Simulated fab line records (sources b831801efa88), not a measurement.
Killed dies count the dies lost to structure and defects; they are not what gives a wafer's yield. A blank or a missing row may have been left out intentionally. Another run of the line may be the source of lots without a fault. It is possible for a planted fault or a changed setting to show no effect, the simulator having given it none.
2 desks, one fault | flow sky130 | numbers are kept per desk, each desk with only its own; the story behind them comes last

## METROLOGY DESK
What the gauges read for every lot (on any tool): the sampled wafers with a number, averaged. A lot is out of limits, marked OUT, if its mean lies more than 4 standard deviations from the usual mean; the brackets give that distance.
Columns: A = cd_nm at SKY_VIA3_CD_MEAS_12, usual 200.2 nm; B = CAP2M_OVL at SKY_CAP2M_OVL_MEAS_12, usual -0.6 nm
lot  | first seen here | A     | B
L523 | day 39 10:18    | 201.2 | 0.3
L524 | day 40 03:02    | 199.6 | -1.8
L525 | day 40 04:25    | 202.2 | 0.4
L527 | day 40 20:11    | 200.9 | 1.8
L528 | day 41 10:23    | 199.0 | -0.8
L529 | day 41 11:47    | 200.1 | -1.2
L530 | day 41 17:53    | 198.6 | -1.4
L531 | day 42 14:50    | 200.0 | -2.2
L535 | day 43 05:34    | 200.3 | 1.1
L536 | day 43 10:50    | 200.0 | -2.2
L537 | day 43 18:13    | 201.3 | -1.7
L538 | day 44 02:41    | 202.5 | -2.0
L542 | day 45 00:20    | 199.5 | 0.3
L544 | day 45 09:11    | 199.5 | 0.1
This desk found nothing out of limits on any of the 14 lots.

## FOR THE TOOL OWNER'S DESK: litho_track-04
The tool's own readings at SKY_FIELD_ISO_COAT_08 (resist thk 450 nm): means of the sampled wafers that have a number, for each lot that ran on this tool. A lot is out of limits, marked OUT, if its mean lies more than 4 standard deviations from the usual mean; the brackets give that distance.
Columns: A = chill_plate_temp_C at SKY_FIELD_ISO_COAT_08, usual 23.02 C; B = spin_speed_rpm at SKY_FIELD_ISO_COAT_08, usual 3000.0 rpm
lot  | first seen here | A     | B
L529 | day 3 05:00     | 23.05 | 3001.8
L537 | day 4 21:00     | 23.00 | 2833.3 (-99 or more) OUT
L538 | day 5 02:00     | 23.07 | 2831.8 (-99 or more) OUT
This desk's verdict: out of limits on L537, L538, starting with L537 at day 4 21:00 (spin_speed_rpm at SKY_FIELD_ISO_COAT_08). In limits: L529.

## PUT TOGETHER
At day 4 21:00, on L537, L538, the tool owner's desk was in a position to raise an alarm.
The metrology desk saw nothing out of limits.
The metrology desk has L537, L538 on record, within its limits.
On litho_track-04, each named lot ran SKY_FIELD_ISO_COAT_08.

## WHAT HAD BEEN PUT IN BY THE SIMULATOR
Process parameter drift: litho_track-04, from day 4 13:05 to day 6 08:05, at SKY_FIELD_ISO_COAT_08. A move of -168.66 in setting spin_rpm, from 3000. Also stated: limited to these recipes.
Lots struck among those shown: L537, L538.
Delay in hours, fault start to first out-of-limits reading, by desk: the tool owner's desk at 8.
